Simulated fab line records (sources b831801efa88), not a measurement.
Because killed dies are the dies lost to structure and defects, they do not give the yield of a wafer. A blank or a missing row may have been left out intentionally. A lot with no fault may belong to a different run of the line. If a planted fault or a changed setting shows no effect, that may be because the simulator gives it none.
Which tool is to blame? + flow gf180mcu + 12 lots, 36 wafers sampled, at 3 steps of a route of 602

## WHAT THE GAUGES READ, wafer by wafer
GF_VT_IMPLANT_RS_MEAS_48: uses a four-point probe to measure. Usual: for LVPWELL_RS the level is 1196.3 ohm/sq and the standard deviation is 2.4.
| lot  | measured     | on            | LVPWELL_RS (ohm/sq)  | flag |
|------|--------------|---------------|----------------------|------|
| L593 | day 7 20:50  | film metro-03 | 1194.5 1195.3 1194.7 |      |
| L595 | day 8 05:09  | film metro-03 | 1198.1 1196.4 1196.3 |      |
| L598 | day 9 12:31  | film metro-01 | 1198.0 1196.6 1194.0 |      |
| L599 | day 9 12:56  | film metro-02 | 1197.1 1194.4 1197.8 |      |
| L600 | day 9 17:00  | film metro-02 | 1199.0 1199.3 1197.5 |      |
| L603 | day 10 12:38 | film metro-03 | 1194.7 1195.3 1196.0 |      |
| L606 | day 10 23:55 | film metro-01 | 1202.4 1195.7 1200.6 |      |
| L607 | day 11 08:44 | film metro-01 | 1196.3 1196.9 1199.2 |      |
| L608 | day 11 23:10 | film metro-01 | 1199.4 1195.5 1191.4 |      |
| L613 | day 13 09:26 | film metro-03 | 1196.7 1195.8 1193.8 |      |
| L614 | day 13 21:10 | film metro-03 | 1124.8 1126.0 1126.5 | OFF  |
| L616 | day 14 02:55 | film metro-03 | 1120.8 1121.6 1121.8 | OFF  |

GF_NSD_TW_MEAS_12. Usual: for NSD_TW the level is 4216 and the standard deviation is 43.
| lot  | measured     | on            | NSD_TW         | flag |
|------|--------------|---------------|----------------|------|
| L593 | day 13 15:30 | film metro-02 | 4176 4162 4197 |      |
| L595 | day 13 22:11 | film metro-01 | 4291 4309 4288 |      |
| L598 | day 15 15:04 | film metro-01 | 4280 4285 4277 |      |
| L599 | day 15 14:38 | film metro-04 | 4177 4186 4197 |      |
| L600 | day 15 20:38 | film metro-01 | 4242 4285 4269 |      |
| L603 | day 17 01:52 | film metro-01 | 4253 4262 4256 |      |
| L606 | day 17 09:41 | film metro-01 | 4220 4241 4231 |      |
| L607 | day 18 06:30 | film metro-02 | 4212 4194 4194 |      |
| L608 | day 18 23:05 | film metro-04 | 4189 4209 4208 |      |
| L613 | day 20 21:01 | film metro-04 | 4194 4188 4182 |      |
| L614 | day 21 02:50 | film metro-02 | 4201 4219 4185 |      |
| L616 | day 21 13:43 | film metro-04 | 4177 4183 4189 |      |

## WHICH TOOL RAN EACH LOT (tool, then ch and the chambers of the sampled wafers, then the start)
| lot  | GF_LVPWELL_IMPLANT_09          |
|------|--------------------------------|
| L593 | implanter-03 ch 0, day 4 03:01 |
| L595 | implanter-01 ch 0, day 4 10:32 |
| L598 | implanter-01 ch 0, day 5 14:22 |
| L599 | implanter-03 ch 0, day 5 14:28 |
| L600 | implanter-01 ch 0, day 5 18:01 |
| L603 | implanter-04 ch 0, day 6 09:43 |
| L606 | implanter-01 ch 0, day 6 19:25 |
| L607 | implanter-01 ch 0, day 7 01:28 |
| L608 | implanter-04 ch 0, day 7 13:10 |
| L613 | implanter-04 ch 0, day 8 19:47 |
| L614 | implanter-01 ch 0, day 9 05:22 |
| L616 | implanter-01 ch 0, day 9 09:37 |
- GF_LVPWELL_IMPLANT_09

## WHAT THE TOOLS THEMSELVES READ (means of the sampled wafers that have a number; where no wafer has one, the mark that the record gives instead)
GF_LVPWELL_IMPLANT_09. Usual: dose ions cm2 4.998e+12, standard deviation 5.4e+09; faraday current uA 28.2, standard deviation 0.52; tilt deg -0.001 degrees, standard deviation 0.017.
| lot  | tool         | dose ions cm2 | faraday current uA | tilt deg (degrees) | flag |
|------|--------------|---------------|--------------------|--------------------|------|
| L593 | implanter-03 | 4.995e+12     | 27.2               | -0.003             |      |
| L595 | implanter-01 | 4.999e+12     | 28.2               | -0.037             |      |
| L598 | implanter-01 | 4.994e+12     | 28.3               | 0.001              |      |
| L599 | implanter-03 | 5.001e+12     | 28.4               | -0.001             |      |
| L600 | implanter-01 | 4.997e+12     | 28.2               | -0.013             |      |
| L603 | implanter-04 | 4.994e+12     | 27.8               | 0.000              |      |
| L606 | implanter-01 | 4.998e+12     | 28.3               | -0.007             |      |
| L607 | implanter-01 | 5.004e+12     | 28.6               | 0.009              |      |
| L608 | implanter-04 | 5.002e+12     | 28.5               | 0.006              |      |
| L613 | implanter-04 | 4.998e+12     | 28.0               | -0.008             |      |
| L614 | implanter-01 | 6.806e+12     | 38.6               | -0.007             | OFF  |
| L616 | implanter-01 | 6.821e+12     | 38.8               | 0.014              | OFF  |

## THE ANSWER, worked out from the rows above alone
Rule: take the mean of a lot's wafers that have a number; if it is more than 3 standard deviations from the usual mean, the lot is off. Also off: a lot with no number at a reading for which 4 or more lots have one. Where the step has rows for the other lots, those lots are counted as sound. After the gauges, taken in route order, come the tools' own readings; for these a lot's mean is taken, as printed above. The first step at which some lot is off is used, and at that step the reading that is off furthest; a lot without a number counts as furthest.
Off: at GF_VT_IMPLANT_RS_MEAS_48 (LVPWELL_RS), L614, L616.
If a tool, at a process step before that reading, ran all the lots that are off and no sound lot after the first of them, it fits. The gauges at GF_VT_IMPLANT_RS_MEAS_48 aren't tried: what is off there is off at GF_LVPWELL_IMPLANT_09 too, on other tools, and a gauge's error can't cause that. One fits: GF_LVPWELL_IMPLANT_09 on implanter-01. A fault onset in the window from L607 (day 7 01:28, its last sound lot) to L614 (day 9 05:22, its first lot off) fits.
The tool's own readings at GF_LVPWELL_IMPLANT_09 bear it out: on the lots that are off they differ by more than 5 times the standard deviation of the sound lots' means. dose ions cm2 reads 6.814e+12 there against 4.998e+12 on the sound lots; faraday current uA reads 38.7 there against 28.1 on the sound lots.

## WHAT THE SIMULATOR HAD INSERTED
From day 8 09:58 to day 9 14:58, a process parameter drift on implanter-01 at GF_LVPWELL_IMPLANT_09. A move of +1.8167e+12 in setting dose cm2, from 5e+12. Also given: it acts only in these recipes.
Struck lots among those shown: L614, L616. Same finding as the rule above.
